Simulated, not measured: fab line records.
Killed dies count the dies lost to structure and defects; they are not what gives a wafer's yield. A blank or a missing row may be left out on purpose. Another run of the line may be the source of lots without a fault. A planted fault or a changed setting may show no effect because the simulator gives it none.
fab line records	flow sky130
record: lots: 6	wafers: 18	lastDay: 49
route steps=708 shown RES_XHIGH@340 SD_N@342 SD_P@359 PAD_OPEN@708
lots untouched by any fault: they come from a run of this same line in which no faults occurred
startH: the number of hours between the record's first day and the start of the first shown wafer of the lot	waitH: hours since the lot's step before	" repeats the value in the row above	L1.1+2: several wafers, shown together as one row	- no value, or no start was given	* or withheld: withheld	< > ~ a bound
route shown NAME@n: NAME is a module with steps in the file, n the number in the route of the first one	usual: mean/standard deviation taken from wafers without a fault	same: alike in all rows	chamber/n: place in a boat	sites: readings site by site	_std_site: how widely they spread, as a standard deviation	_edge_site: the outer-site mean with the inner-site mean subtracted	radiusMm: how far each site lies from the wafer's centre	mask NAME#n: copy n	behind: the most recent tool/chamber to have shaped the wafer	hold: cause of the lot's hold/its duration in hours/its outcome	device: which transistor (n, p or np) failed to switch	end of line: the route-end tests of the same wafers	a step with no rows: only its recipe	killed: dies that structure and defects cost at the first sort, which is not the same as the wafer's yield	map: per-die view of a wafer (x killed, . not killed, _ where there is no die)
set.NAME: setting as actually run; set.NAME@STEP: the setting as run at that earlier step	model.NAME: the simulator's own value behind a step, which no gauge read
lots at selected steps of the route; one table per step, one row per wafer
services: from which hour (startH, from the record's first day; less than 0 if before it) a tool's chamber was out of use, for how many hours, and why
== steps ==
step: SKY_RES_XHIGH_STRIP_08
recipe: chemistry: O2/N2	powerW: 1400	pressureMtorr: 1500	platenTempC: withheld	o2FlowSccm: 3000	n2FlowSccm: 300	overashFraction: 0.5
usual: chamberPressureMTorr: 1499.9/1.6	drypumpMotorCurrentA: 6.1/0.48	oesProductAu: 0.711/0.0042	stripTimeToEndpointS: 14.27/0.034
lot.wafer	tool	chamber	startH	waitH	chamberPressureMTorr	drypumpMotorCurrentA	oesProductAu	rfHoursCounterH	stripTimeToEndpointS
L122.1	plasmaAsher-03	0	687.39	0.1	1501.1	6.4	0.708	26	14.25
L122.2	"	1	"	"	1501.0	6.4	0.712	26	14.24
L122.3	"	0	"	"	1498.5	6.4	0.718	-	14.29
L128.1	plasmaAsher-03	0	729.93	0.1	1498.3	6.4	0.716	31	14.23
L128.2	"	1	"	"	1499.4	6.4	0.716	31	14.23
L128.5	"	0	"	"	1500.2	6.4	0.708	-	14.28
L129.1	plasmaAsher-03	0	739.38	0.1	1500.6	6.4	0.704	32	14.30
L129.2	"	1	"	"	1501.4	6.4	0.705	32	14.31
L129.6	"	0	"	"	1499.5	6.4	0.713	-	14.32
L130.1	plasmaAsher-03	1	755.33	0.1	1503.0	6.4	0.705	33	14.28
L130.2	"	0	"	"	1499.5	6.4	0.710	33	14.27
L130.3	"	0	"	"	1502.3	6.4	0.708	-	14.26
L131.2	plasmaAsher-04	1	760.69	0.1	1500.7	6.6	0.718	2	14.32
L131.4	"	1	"	"	1499.1	6.7	0.711	-	14.30
L131.6	"	1	"	"	1499.2	6.7	0.708	-	14.29
L134.4	plasmaAsher-02	0	778.42	0.1	1498.5	5.5	0.711	-	14.31
L134.5	"	1	"	"	1499.8	5.9	0.712	-	14.29
L134.6	"	0	"	"	1500.3	5.6	0.708	-	14.28
step: SKY_RES_XHIGH_TW_MEAS_09
usual: RES_XHIGH_TW: 1626/8
lot.wafer	tool	chamber	startH	waitH	RES_XHIGH_TW
L122.1	filmMetro-04	-	687.49	0.1	1618
L122.2	"	-	"	"	1621
L122.3	"	-	"	"	1622
L128.1	filmMetro-04	-	730.03	0.1	1633
L128.2	"	-	"	"	1614
L128.5	"	-	"	"	1615
L129.1	filmMetro-04	-	739.48	0.1	1627
L129.2	"	-	"	"	1629
L129.6	"	-	"	"	1623
L130.1	filmMetro-02	-	755.43	0.1	1632
L130.2	"	-	"	"	1632
L130.3	"	-	"	"	1631
L131.2	filmMetro-02	-	760.80	0.1	1624
L131.4	"	-	"	"	1630
L131.6	"	-	"	"	1630
L134.4	filmMetro-04	-	778.51	0.1	1612
L134.5	"	-	"	"	1621
L134.6	"	-	"	"	1619
step: SKY_SD_N_DEHYDRATE_00
recipe: tempC: 200	timeS: 60
step: SKY_SD_N_HMDS_01
recipe: primeTimeS: 60	primeTempC: 120
step: SKY_SD_N_COAT_02
recipe: resist: NOVOLAK	spinRpm: 3000	resistThkNm: 1140
step: SKY_SD_N_SOFTBAKE_03
recipe: tempC: 90	timeS: 60	resist: NOVOLAK
step: SKY_SD_N_EXPOSE_04
recipe: maskId: NSDM	na: 0.6	sourceShape: conventional	sigmaOuter: 0.6	polarization: unpolarized	targetCdNm: 380	doseMj: 141
step: SKY_SD_N_PEB_05
recipe: tempC: withheld	timeS: *	resist: NOVOLAK
step: SKY_SD_N_DEVELOP_06
recipe: resist: NOVOLAK	developer: TMAH	developTimeS: 60	devTempC: 23
step: SKY_SD_N_CD_MEAS_07
recipe: targetCdNm: 380
usual: cdNm: 380.0/2.6
lot.wafer	tool	chamber	startH	waitH	cdNm
L122.1	cdSem-01	-	714.93	0.1	377.3
L122.2	"	-	"	"	379.3
L122.3	"	-	"	"	377.3
L128.1	cdSem-02	-	756.99	0.1	381.3
L128.2	"	-	"	"	383.1
L128.5	"	-	"	"	383.5
L129.1	cdSem-01	-	766.73	0.1	385.9
L129.2	"	-	"	"	383.0
L129.6	"	-	"	"	383.3
L130.1	cdSem-01	-	782.38	0.1	382.9
L130.2	"	-	"	"	381.0
L130.3	"	-	"	"	383.8
L131.2	cdSem-02	-	787.05	0.1	381.3
L131.4	"	-	"	"	381.1
L131.6	"	-	"	"	382.0
L134.4	cdSem-02	-	804.89	0.1	378.2
L134.5	"	-	"	"	379.6
L134.6	"	-	"	"	378.5
step: SKY_SD_N_OVL_MEAS_08
usual: SD_N_OVL: -1.1/1.4
lot.wafer	tool	chamber	startH	waitH	SD_N_OVL[nm]
L122.1	overlay-01	-	715.05	0.1	-1.6
L122.2	"	-	"	"	-0.5
L122.3	"	-	"	"	-2.1
L128.1	overlay-02	-	757.11	0.1	-3.1
L128.2	"	-	"	"	-2.3
L128.5	"	-	"	"	-3.6
L129.1	overlay-01	-	766.85	0.1	0.3
L129.2	"	-	"	"	0.4
L129.6	"	-	"	"	-0.5
L130.1	overlay-02	-	782.50	0.1	-0.1
L130.2	"	-	"	"	0.5
L130.3	"	-	"	"	-1.9
L131.2	overlay-01	-	787.16	0.1	-2.8
L131.4	"	-	"	"	-1.0
L131.6	"	-	"	"	-0.7
L134.4	overlay-01	-	804.97	0.1	0.3
L134.5	"	-	"	"	-2.2
L134.6	"	-	"	"	0.3
step: SKY_SD_N_IMPLANT_09
recipe: species: As	energyKev: 49.54	doseCm2: 4e+15	tiltDeg: 0
step: SKY_SD_N_IMPLANT_10
recipe: species: P	energyKev: 20	doseCm2: 1e+14	tiltDeg: 0
usual: beamOnS: 11.3/1	doseIonsCm2: 9.999e+13/9e+10	faradayCurrentUA: 501/42
lot.wafer	tool	chamber	startH	waitH	beamOnS	doseIonsCm2	faradayCurrentUA
L122.1	implanter-03	0	715.23	0.1	13.1	9.992e+13	431
L122.2	"	0	"	"	12.8	9.988e+13	443
L122.3	"	0	"	"	13.1	1e+14	429
L128.1	implanter-03	0	757.30	0.1	10.2	1.59e+13	87
L128.2	"	0	"	"	9.9	1.587e+13	91
L128.5	"	0	"	"	10.4	1.565e+13	86
L129.1	implanter-03	0	767.04	0.1	9.8	1.573e+13	91
L129.2	"	0	"	"	10.1	1.568e+13	89
L129.6	"	0	"	"	10.2	1.582e+13	87
L130.1	implanter-04	0	782.69	0.1	11.0	1.0001e+14	514
L130.2	"	0	"	"	11.3	1.0004e+14	500
L130.3	"	0	"	"	11.0	9.997e+13	512
L131.2	implanter-01	0	787.36	0.1	10.6	9.99e+13	533
L131.4	"	0	"	"	10.3	1.0016e+14	543
L131.6	"	0	"	"	10.6	9.996e+13	534
L134.4	implanter-01	0	805.22	0.1	10.1	9.991e+13	556
L134.5	"	0	"	"	10.3	1.0003e+14	542
L134.6	"	0	"	"	10.7	9.991e+13	528
step: SKY_SD_N_STRIP_11
recipe: chemistry: O2/N2	powerW: 1400	pressureMtorr: 1500	platenTempC: withheld	o2FlowSccm: 3000	n2FlowSccm: 300	overashFraction: 0.5
usual: chamberPressureMTorr: 1500.0/1.3	drypumpMotorCurrentA: 5.8/0.41	oesProductAu: 0.528/0.0045	stripTimeToEndpointS: 22.49/0.038
lot.wafer	tool	chamber	startH	waitH	chamberPressureMTorr	drypumpMotorCurrentA	oesProductAu	rfHoursCounterH	stripTimeToEndpointS
L122.1	plasmaAsher-02	1	715.38	0.1	1499.7	6.0	0.527	58	22.46
L122.2	"	0	"	"	1500.3	5.5	0.528	58	22.46
L122.3	"	0	"	"	1499.0	5.5	0.529	-	22.48
L128.1	plasmaAsher-02	0	757.45	0.1	1503.1	5.5	0.531	63	22.53
L128.2	"	1	"	"	1502.9	5.9	0.529	63	22.54
L128.5	"	0	"	"	1498.4	5.5	0.529	-	22.58
L129.1	plasmaAsher-02	1	767.19	0.1	1498.7	5.9	0.528	63	22.40
L129.2	"	0	"	"	1500.9	5.5	0.527	63	22.48
L129.6	"	0	"	"	1499.3	5.5	0.527	-	22.42
L130.1	plasmaAsher-01	0	782.84	0.1	1500.0	6.0	0.534	91	22.47
L130.2	"	1	"	"	1497.8	5.6	0.537	91	22.47
L130.3	"	1	"	"	1500.3	5.6	0.529	-	22.48
L131.2	plasmaAsher-04	1	787.49	0.1	1500.4	6.7	0.534	5	22.41
L131.4	"	0	"	"	1499.3	5.4	0.527	-	22.41
L131.6	"	0	"	"	1497.6	5.3	0.523	-	22.47
L134.4	plasmaAsher-04	0	805.32	0.1	1500.7	5.4	0.533	-	22.46
L134.5	"	1	"	"	1501.0	6.7	0.523	-	22.46
L134.6	"	0	"	"	1501.1	5.4	0.530	-	22.45
step: SKY_SD_N_TW_MEAS_12
usual: SD_N_TW: 3958/22
lot.wafer	tool	chamber	startH	waitH	SD_N_TW
L122.1	filmMetro-01	-	715.48	0.1	3975
L122.2	"	-	"	"	3956
L122.3	"	-	"	"	3975
L128.1	filmMetro-02	-	757.55	0.1	3948
L128.2	"	-	"	"	3946
L128.5	"	-	"	"	3942
L129.1	filmMetro-01	-	767.29	0.1	3990
L129.2	"	-	"	"	3996
L129.6	"	-	"	"	4006
L130.1	filmMetro-04	-	782.95	0.1	3942
L130.2	"	-	"	"	3941
L130.3	"	-	"	"	3954
L131.2	filmMetro-04	-	787.60	0.1	3931
L131.4	"	-	"	"	3927
L131.6	"	-	"	"	3935
L134.4	filmMetro-01	-	805.42	0.1	3953
L134.5	"	-	"	"	3975
L134.6	"	-	"	"	3983
step: SKY_SD_N_CLEAN_13
recipe: chemistry: SC1/SC2	mix: 1:4:20	tempC: 70	timeS: 150	dry: n2Spin
step: SKY_SD_N_RTA_14
recipe: tempC: 1075	timeS: 2	idleTempC: 650	rampUpCPerS: 150	rampDownCPerS: 90	ambient: N2
usual: lampPowerPct: 15.73/0.055	rampDownCPerS: 90.000/0.017	wafer_temp_C_max: 1078.0/1.4
lot.wafer	tool	chamber	startH	waitH	lampPowerPct	rampDownCPerS	wafer_temp_C_max
L122.1	rtpAnneal-01	0	715.60	0.0	15.63	89.973	1077.0
L122.2	"	0	"	"	15.61	89.996	1075.4
L122.3	"	0	"	"	15.69	90.000	1078.5
L128.1	rtpAnneal-01	0	757.67	0.0	15.70	90.007	1081.4
L128.2	"	0	"	"	15.73	89.985	1080.0
L128.5	"	0	"	"	15.63	89.993	1077.4
L129.1	rtpAnneal-02	0	767.40	0.0	15.76	90.007	1078.7
L129.2	"	0	"	"	15.89	90.006	1077.3
L129.6	"	0	"	"	15.73	90.001	1077.2
L130.1	rtpAnneal-01	0	783.06	0.0	15.70	90.004	1078.2
L130.2	"	0	"	"	15.74	89.987	1077.0
L130.3	"	0	"	"	15.78	89.980	1080.0
L131.2	rtpAnneal-02	0	787.70	0.0	15.76	90.032	1078.5
L131.4	"	0	"	"	15.69	89.986	1076.3
L131.6	"	0	"	"	15.71	90.016	1077.7
L134.4	rtpAnneal-01	0	805.53	0.0	15.79	89.962	1077.3
L134.5	"	0	"	"	15.70	90.001	1075.7
L134.6	"	0	"	"	15.68	90.010	1078.0
step: SKY_SD_N_RS_MEAS_16
recipe: thkMeasGauge: four-point-probe
usual: SD_N_RS: 68.85/0.16
lot.wafer	tool	chamber	startH	waitH	SD_N_RS[ohm/sq]
L122.1	filmMetro-04	-	715.77	0.1	68.99
L122.2	"	-	"	"	69.00
L122.3	"	-	"	"	69.10
L128.1	filmMetro-04	-	757.84	0.1	70.76
L128.2	"	-	"	"	70.75
L128.5	"	-	"	"	70.71
L129.1	filmMetro-04	-	767.57	0.1	70.85
L129.2	"	-	"	"	70.86
L129.6	"	-	"	"	70.67
L130.1	filmMetro-04	-	783.24	0.1	68.98
L130.2	"	-	"	"	69.34
L130.3	"	-	"	"	69.12
L131.2	filmMetro-02	-	787.89	0.1	68.91
L131.4	"	-	"	"	68.91
L131.6	"	-	"	"	68.85
L134.4	filmMetro-04	-	805.73	0.1	68.93
L134.5	"	-	"	"	68.80
L134.6	"	-	"	"	68.85
step: SKY_SD_N_RS_MEAS_17
recipe: thkMeasGauge: four-point-probe
usual: SD_P_RS: 146.9/0.43
lot.wafer	tool	chamber	startH	waitH	SD_P_RS[ohm/sq]
L122.1	filmMetro-04	-	715.89	0.1	147.1
L122.2	"	-	"	"	146.9
L122.3	"	-	"	"	147.5
L128.1	filmMetro-04	-	757.96	0.1	146.7
L128.2	"	-	"	"	147.4
L128.5	"	-	"	"	146.7
L129.1	filmMetro-04	-	767.69	0.1	147.2
L129.2	"	-	"	"	147.5
L129.6	"	-	"	"	147.6
L130.1	filmMetro-04	-	783.36	0.1	147.4
L130.2	"	-	"	"	147.7
L130.3	"	-	"	"	147.5
L131.2	filmMetro-02	-	788.01	0.1	146.6
L131.4	"	-	"	"	146.6
L131.6	"	-	"	"	146.9
L134.4	filmMetro-04	-	805.85	0.1	147.0
L134.5	"	-	"	"	146.7
L134.6	"	-	"	"	146.7
step: SKY_PAD_OPEN_PROBE_99
usual: killed_at_M0_to_M3: 45/6.8	killed_at_M4_up: 3.0/1.7	killedAtContacts: 25/5.7	killedAtFrontEnd: 15/4.6	killedAtOther: 0.3/0.66	killedDies: 88/9.5	killedOpen: 48/7.3	killedShort: 39/6.5
same: grossDies: 492	killedAtBackSide: 0
lot.wafer	tool	chamber	startH	waitH	killed_at_M0_to_M3	killed_at_M4_up	killedAtContacts	killedAtFrontEnd	killedAtOther	killedDies	killedOpen	killedShort	model.etest.resNdiff.lineOhmUm	model.etest.resNdiff.rsOhmSq	model.etest.resNdiffHv.rsOhmSq
L122.1	prober-02	-	1126.40	0.1	39	4	23	18	1	85	48	37	758.6	120	114.7
L122.2	prober-02	-	1126.45	0.1	58	0	19	15	0	92	51	38	771.1	120.8	115.4
L122.3	prober-02	-	1126.50	0.2	39	2	23	22	0	86	49	37	768.7	121.3	115.2
L128.1	prober-02	-	1154.10	0.1	45	3	19	12	0	79	47	32	794.4	123.2	117.4
L128.2	prober-02	-	1154.15	0.1	34	3	37	12	2	88	50	38	794.3	124.7	118
L128.5	prober-02	-	1154.30	0.2	40	2	32	15	0	89	45	43	774.2	124	117.5
L129.1	prober-01	-	1158.50	0.1	39	8	27	18	3	95	49	46	784.8	123.4	116.8
L129.2	prober-01	-	1158.55	0.1	42	4	18	8	0	72	35	37	794.2	122.9	115.2
L129.6	prober-01	-	1158.75	0.2	44	3	18	17	0	82	40	42	777.1	123.1	115.9
L130.1	prober-02	-	1170.60	0.1	39	3	17	14	0	73	35	37	789.4	121.7	114.8
L130.2	prober-02	-	1170.65	0.1	32	3	35	21	2	93	48	42	781.3	121.6	116.4
L130.3	prober-02	-	1170.70	0.2	39	3	21	18	1	82	47	31	794.8	122.2	116
L131.2	prober-01	-	1172.75	0.1	46	7	19	11	0	83	30	53	755.7	122.2	114.5
L131.4	prober-01	-	1172.85	0.2	37	2	27	16	1	83	45	38	782	121.1	114.9
L131.6	prober-01	-	1172.95	0.2	48	2	25	8	0	83	47	36	764.5	121.7	114.9
L134.4	prober-02	-	1186.06	0.2	43	3	25	13	0	84	50	34	760.6	119.6	113.4
L134.5	prober-02	-	1186.11	0.2	50	3	33	12	0	98	59	37	761.8	120.5	113.2
L134.6	prober-02	-	1186.16	0.2	38	1	37	7	0	83	51	31	758.7	119	112.3
killed by level:class
L122.1 CONTACT:geometricParticle:open=9 VIA2:geometricParticle:open=7 FIELD_ISO:geometricParticle:short=6 LI_CONTACT:geometricParticle:open=6 VIA1:geometricParticle:open=6 VIA1:geometricParticle:short=6 FIELD_ISO:geometricParticle:open=5 POLY_GATE:geometricParticle:open=5
L122.2 VIA2:geometricParticle:open=12 VIA1:geometricParticle:open=10 METAL2:geometricParticle:short=8 CONTACT:geometricParticle:open=8 VIA3:geometricParticle:open=7 VIA1:geometricParticle:short=6 FIELD_ISO:geometricParticle:short=5 LI_CONTACT:geometricParticle:open=5
L122.3 CONTACT:geometricParticle:open=10 FIELD_ISO:geometricParticle:open=7 POLY_GATE:geometricParticle:open=7 VIA3:geometricParticle:open=7 VIA1:geometricParticle:open=6 METAL2:geometricParticle:short=6 FIELD_ISO:geometricParticle:short=5 CONTACT:geometricParticle:short=5
L128.1 VIA2:geometricParticle:open=10 VIA3:geometricParticle:open=9 VIA1:geometricParticle:open=8 LI_CONTACT:geometricParticle:open=6 FIELD_ISO:geometricParticle:short=5 CONTACT:geometricParticle:open=5 VIA1:geometricParticle:short=4 METAL1:geometricParticle:short=4
L128.2 CONTACT:geometricParticle:open=12 VIA1:geometricParticle:open=11 LOCAL_INTERCONNECT:geometricParticle:short=10 LI_CONTACT:geometricParticle:open=8 FIELD_ISO:geometricParticle:short=4 METAL1:geometricParticle:short=4 METAL3:geometricParticle:short=4 METAL2:geometricParticle:short=4
L128.5 VIA1:geometricParticle:open=9 CONTACT:geometricParticle:short=8 CONTACT:geometricParticle:open=8 LI_CONTACT:geometricParticle:open=7 LOCAL_INTERCONNECT:geometricParticle:short=6 METAL1:geometricParticle:short=6 FIELD_ISO:geometricParticle:open=5 POLY_GATE:geometricParticle:short=5
L129.1 LI_CONTACT:geometricParticle:open=8 VIA1:geometricParticle:open=8 CONTACT:geometricParticle:open=7 CONTACT:geometricParticle:short=6 METAL1:geometricParticle:short=6 VIA3:geometricParticle:open=5 METAL2:geometricParticle:short=5 FIELD_ISO:geometricParticle:short=4
L129.2 VIA3:geometricParticle:open=10 METAL1:geometricParticle:short=9 CONTACT:geometricParticle:short=7 VIA1:geometricParticle:open=5 CONTACT:geometricParticle:open=5 VIA2:geometricParticle:open=5 METAL2:geometricParticle:short=5 FIELD_ISO:geometricParticle:open=3
L129.6 VIA3:geometricParticle:open=9 VIA1:geometricParticle:open=8 CONTACT:geometricParticle:open=8 METAL2:geometricParticle:short=7 FIELD_ISO:geometricParticle:short=6 VIA2:geometricParticle:short=6 CONTACT:geometricParticle:short=5 FIELD_ISO:geometricParticle:open=4
L130.1 METAL1:geometricParticle:short=7 VIA3:geometricParticle:open=7 CONTACT:geometricParticle:short=5 VIA1:geometricParticle:open=5 VIA2:geometricParticle:open=5 LI_CONTACT:geometricParticle:open=4 FIELD_ISO:geometricParticle:open=3 FIELD_ISO:geometricParticle:short=3
L130.2 CONTACT:geometricParticle:open=15 METAL1:geometricParticle:short=7 LI_CONTACT:geometricParticle:open=6 CONTACT:geometricParticle:short=6 POLY_GATE:geometricParticle:open=5 SPACER:geometricParticle:open=5 LOCAL_INTERCONNECT:geometricParticle:short=5 FIELD_ISO:geometricParticle:open=4
L130.3 VIA1:geometricParticle:open=7 VIA3:geometricParticle:open=7 LI_CONTACT:geometricParticle:open=6 VIA2:geometricParticle:open=6 POLY_GATE:geometricParticle:open=5 CONTACT:geometricParticle:open=5 CONTACT:geometricParticle:short=5 METAL2:geometricParticle:short=4
L131.2 METAL1:geometricParticle:short=7 METAL4:geometricParticle:short=7 VIA1:geometricParticle:short=7 VIA3:geometricParticle:open=7 CONTACT:geometricParticle:short=6 METAL2:geometricParticle:short=6 VIA3:geometricParticle:short=5 CONTACT:geometricParticle:open=5
L131.4 CONTACT:geometricParticle:open=11 LI_CONTACT:geometricParticle:open=7 VIA3:geometricParticle:open=6 VIA3:geometricParticle:short=5 LI_CONTACT:geometricParticle:short=5 METAL1:geometricParticle:short=5 VIA1:geometricParticle:open=5 VIA2:geometricParticle:open=5
L131.6 VIA2:geometricParticle:open=13 VIA1:geometricParticle:open=11 LI_CONTACT:geometricParticle:open=7 CONTACT:geometricParticle:open=7 VIA1:geometricParticle:short=6 LOCAL_INTERCONNECT:geometricParticle:short=5 VIA3:geometricParticle:open=5 POLY_GATE:geometricParticle:short=4
L134.4 CONTACT:geometricParticle:open=13 VIA1:geometricParticle:open=10 METAL1:geometricParticle:short=6 CONTACT:geometricParticle:short=5 VIA3:geometricParticle:open=5 LI_CONTACT:geometricParticle:open=4 VIA2:geometricParticle:open=4 POLY_GATE:geometricParticle:short=3
L134.5 CONTACT:geometricParticle:open=12 VIA1:geometricParticle:open=12 LI_CONTACT:geometricParticle:open=10 VIA2:geometricParticle:open=9 VIA2:geometricParticle:short=6 CONTACT:geometricParticle:short=4 VIA1:geometricParticle:short=4 METAL2:geometricParticle:short=4
L134.6 CONTACT:geometricParticle:open=15 VIA1:geometricParticle:open=9 CONTACT:geometricParticle:short=9 LI_CONTACT:geometricParticle:open=7 VIA3:geometricParticle:open=7 LOCAL_INTERCONNECT:geometricParticle:short=5 VIA2:geometricParticle:open=5 METAL2:geometricParticle:open=3
== services ==
tool	chamber	startH	hours	kind
implanter-01	-	665.91	3.7	repair
implanter-04	-	671.74	6.7	repair
plasmaAsher-04	-	689.17	3.7	repair
plasmaAsher-02	-	703.63	6.9	repair
implanter-01	-	717.24	3.1	repair
plasmaAsher-04	-	720.81	1.5	repair
plasmaAsher-04	-	733.75	9.0	pm
plasmaAsher-04	0	733.75	9.0	ventCycle
plasmaAsher-04	1	733.75	9.0	ventCycle
plasmaAsher-04	0	742.75	-	clean
plasmaAsher-04	1	742.75	-	clean
== key ==
firstSign: step: SKY_SD_N_IMPLANT_10	reading: doseIonsCm2	direction: down	sigmas: 99+	usual: *	struck: *
effect: step: SKY_SD_N_IMPLANT_10	reading: faradayCurrentUA	direction: down	sigmas: 9.7	usual: 501	struck: 88
effect: step: SKY_SD_N_RS_MEAS_16	reading: SD_N_RS	direction: up	sigmas: 12	usual: 68.85	struck: 70.76
modelEffect: step: SKY_PAD_OPEN_PROBE_99	value: etest.resNdiff.lineOhmUm	without: 767.6	struck: 786.5
metAt SKY_SD_N_IMPLANT_10
struckWafers L128.1,L128.2,L128.5,L129.1,L129.2,L129.6
testerLeftOut L128,L129
onsetBetween 715.23 757.30
fault: kind: processParameterDrift	tool: implanter-03	chamber: -	onsetH: 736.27	steps: SKY_SD_N_IMPLANT_10	channel: doseCm2	offset: *	shape: step	endH: 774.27	actsIn: *	stated: *
testerLeftOut: of these lots the tester's yield and bins aren't shown, on N5 and GAA mostly nor the transistor test; their killed dies are dies lost to structure and defects alone, not to doping, threshold or leakage, so they don't give the yield
